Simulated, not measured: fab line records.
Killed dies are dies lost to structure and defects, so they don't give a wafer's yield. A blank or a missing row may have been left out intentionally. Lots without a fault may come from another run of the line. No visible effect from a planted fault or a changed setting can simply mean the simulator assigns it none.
Matching of chambers / flow sky130 / SKY_PASSIVATION_CVD_02 on pecvd-02: 3 sister chambers
The step deposits Si3N4, target thk 540 nm. 24 wafers are shown with their chamber, then 12 later ones without.

WAFERS WITH THEIR CHAMBER
wafer=L074.2; chamber=0; heaterPowerW (W)=582; rfFwdPowerW (W)=451.5
wafer=L074.4; chamber=2; heaterPowerW (W)=576; rfFwdPowerW (W)=449.6
wafer=L074.5; chamber=0; heaterPowerW (W)=463; rfFwdPowerW (W)=449.4
wafer=L075.1; chamber=2; heaterPowerW (W)=676; rfFwdPowerW (W)=449.7
wafer=L075.4; chamber=2; heaterPowerW (W)=716; rfFwdPowerW (W)=450.3
wafer=L075.5; chamber=1; heaterPowerW (W)=693; rfFwdPowerW (W)=449.1
wafer=L077.1; chamber=1; heaterPowerW (W)=771; rfFwdPowerW (W)=449.8
wafer=L077.2; chamber=0; heaterPowerW (W)=519; rfFwdPowerW (W)=449.5
wafer=L077.4; chamber=2; heaterPowerW (W)=671; rfFwdPowerW (W)=450.2
wafer=L082.1; chamber=0; heaterPowerW (W)=568; rfFwdPowerW (W)=447.5
wafer=L082.3; chamber=1; heaterPowerW (W)=760; rfFwdPowerW (W)=446.0
wafer=L082.6; chamber=1; heaterPowerW (W)=806; rfFwdPowerW (W)=449.2
wafer=L084.1; chamber=2; heaterPowerW (W)=633; rfFwdPowerW (W)=449.7
wafer=L084.2; chamber=1; heaterPowerW (W)=839; rfFwdPowerW (W)=446.7
wafer=L084.6; chamber=0; heaterPowerW (W)=477; rfFwdPowerW (W)=448.7
wafer=L085.2; chamber=2; heaterPowerW (W)=712; rfFwdPowerW (W)=451.2
wafer=L085.4; chamber=0; heaterPowerW (W)=526; rfFwdPowerW (W)=448.7
wafer=L085.5; chamber=1; heaterPowerW (W)=771; rfFwdPowerW (W)=448.1
wafer=L087.2; chamber=2; heaterPowerW (W)=659; rfFwdPowerW (W)=449.5
wafer=L087.3; chamber=0; heaterPowerW (W)=531; rfFwdPowerW (W)=447.7
wafer=L087.5; chamber=1; heaterPowerW (W)=698; rfFwdPowerW (W)=451.2
wafer=L089.1; chamber=2; heaterPowerW (W)=626; rfFwdPowerW (W)=451.8
wafer=L089.5; chamber=1; heaterPowerW (W)=762; rfFwdPowerW (W)=448.3
wafer=L089.6; chamber=2; heaterPowerW (W)=656; rfFwdPowerW (W)=452.3

SIGNATURES (means of the wafers above)
reading=heaterPowerW; chamber 0=523.71; chamber 1=762.50; chamber 2=658.33; scatter within a chamber=45.4
reading=rfFwdPowerW; chamber 0=449.000; chamber 1=448.550; chamber 2=450.478; scatter within a chamber=1.36
Rule: for each reading, subtract the chamber's mean from the wafer's reading, divide by that reading's scatter and square the result; add these up over the readings and take the root, which gives the wafer's distance from the chamber. If the next closest chamber is less than 2 further off than the closest, the wafer can't be placed; otherwise it belongs to the closest. How the scatter is found: for the shown wafers, subtract from each reading the mean of its chamber, square and add these, divide the total by (wafers less chambers), then take the root.

WAFERS WITHOUT THEIR CHAMBER
wafer=L091.1; heaterPowerW (W)=544; rfFwdPowerW (W)=447.7
wafer=L091.5; heaterPowerW (W)=579; rfFwdPowerW (W)=449.2
wafer=L091.6; heaterPowerW (W)=818; rfFwdPowerW (W)=445.7
wafer=L092.3; heaterPowerW (W)=684; rfFwdPowerW (W)=449.5
wafer=L092.5; heaterPowerW (W)=526; rfFwdPowerW (W)=447.6
wafer=L092.6; heaterPowerW (W)=810; rfFwdPowerW (W)=448.5
wafer=L093.2; heaterPowerW (W)=608; rfFwdPowerW (W)=450.4
wafer=L093.3; heaterPowerW (W)=787; rfFwdPowerW (W)=446.7
wafer=L093.5; heaterPowerW (W)=474; rfFwdPowerW (W)=449.9
wafer=L094.1; heaterPowerW (W)=497; rfFwdPowerW (W)=450.0
wafer=L094.3; heaterPowerW (W)=641; rfFwdPowerW (W)=451.2
wafer=L094.6; heaterPowerW (W)=821; rfFwdPowerW (W)=450.8

WHICH CHAMBER EACH WENT THROUGH
wafer=L091.1; from the rows above=0; in truth=0
wafer=L091.5; from the rows above=can't be placed: 0 or 2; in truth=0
wafer=L091.6; from the rows above=1; in truth=1
wafer=L092.3; from the rows above=can't be placed: 2 or 1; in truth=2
wafer=L092.5; from the rows above=0; in truth=0
wafer=L092.6; from the rows above=1; in truth=1
wafer=L093.2; from the rows above=can't be placed: 2 or 0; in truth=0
wafer=L093.3; from the rows above=1; in truth=1
wafer=L093.5; from the rows above=0; in truth=0
wafer=L094.1; from the rows above=0; in truth=0
wafer=L094.3; from the rows above=2; in truth=2
wafer=L094.6; from the rows above=can't be placed: 1 or 2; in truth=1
Correctly placed: 8 of 12. From these rows, 4 cannot be placed; in 4 the true chamber is one of the candidates. Wrongly placed: 0.
